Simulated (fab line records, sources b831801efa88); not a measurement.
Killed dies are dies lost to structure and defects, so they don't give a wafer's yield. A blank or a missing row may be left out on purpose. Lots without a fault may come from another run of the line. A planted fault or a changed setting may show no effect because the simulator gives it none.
Problem report in the 8D (eight disciplines) form, filled by code | flow sky130 | the parts of the form that need people (team, actions taken, sign-off) are left out

1. THE PROBLEM
developer_temp_C at SKY_VT_ADJUST_LVTN_DEVELOP_17 reads a mean of 25.33 C on 6 wafers of 2 lots; wafers without a fault read 23.01 C with a standard deviation of 0.11. That is +21 standard deviations from the usual mean.
The step: develop time 60 s.
First seen on wafer L363.3, day 11 06:10, on litho_track-03. The record holds 42 wafers of 14 lots with a number at this step. Rule for "out", or "out of limits": more than 4 standard deviations from the usual mean. The other wafers with a number count as sound.

2. WHAT IT IS AND WHAT IT IS NOT
question                    | is                     | is not
which readings at this step | developer_temp_C       | -
which lots                  | L363, L364             | L353, L354, L355, L357, L358, L359, L360, L369, L371, L372, L373, L374
which wafers of those lots  | all that have a number | -
read on which tools         | litho_track-03         | litho_track-01, litho_track-02
when                        | from day 11 06:10      | up to then (21 sound wafers); but 15 sound wafers of L369, L371, L372, L373, L374 came after

3. SUSPECTS, AND WHAT RULES EACH OUT
Counting: a tool at a process step up to the reading stays a suspect if it ran every lot that is out and no sound lot after the first of them.
- plasma_asher-02 at SKY_NWELL_STRIP_25 (strips in O2/N2): ruled out as a lasting fault. Sound lots L371, L373, L374 ran on it after its first lot that is out, L363 (day 8 08:18).
- litho_track-03 at SKY_VT_ADJUST_LVTN_DEVELOP_17 (develop time 60 s): ruled out as a lasting fault. Sound lots L374 ran on it after its first lot that is out, L363 (day 11 06:10).
Left after counting: nothing in the record.

4. THE CAUSE (what the simulator had put in)
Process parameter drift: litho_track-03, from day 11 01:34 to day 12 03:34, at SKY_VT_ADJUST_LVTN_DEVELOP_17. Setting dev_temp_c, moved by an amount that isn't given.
Counting ruled it out, wrongly.

5. THE CHAIN OF EFFECTS, in route order
Each row: a reading whose mean over the struck wafers that have a number lies more than 3 standard deviations from the usual. Only readings for which the record gives a usual standard deviation are gone through. hours: the time from each lot's start at the first step in this table that gives one to its start at this step, as a median over the lots. sigmas: the change in usual standard deviations.
hours | step                          | reading          | usual   | on struck wafers | change | sigmas
0     | SKY_VT_ADJUST_LVTN_DEVELOP_17 | developer_temp_C | 23.01 C | 25.33            | +2.32  | +21
The process steps in it:
- SKY_VT_ADJUST_LVTN_DEVELOP_17: develop time 60 s.

6. WHAT WOULD HAVE CAUGHT IT SOONER
In this record the first reading out of limits was taken at day 11 06:10, 5 hours after the fault began at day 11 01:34.
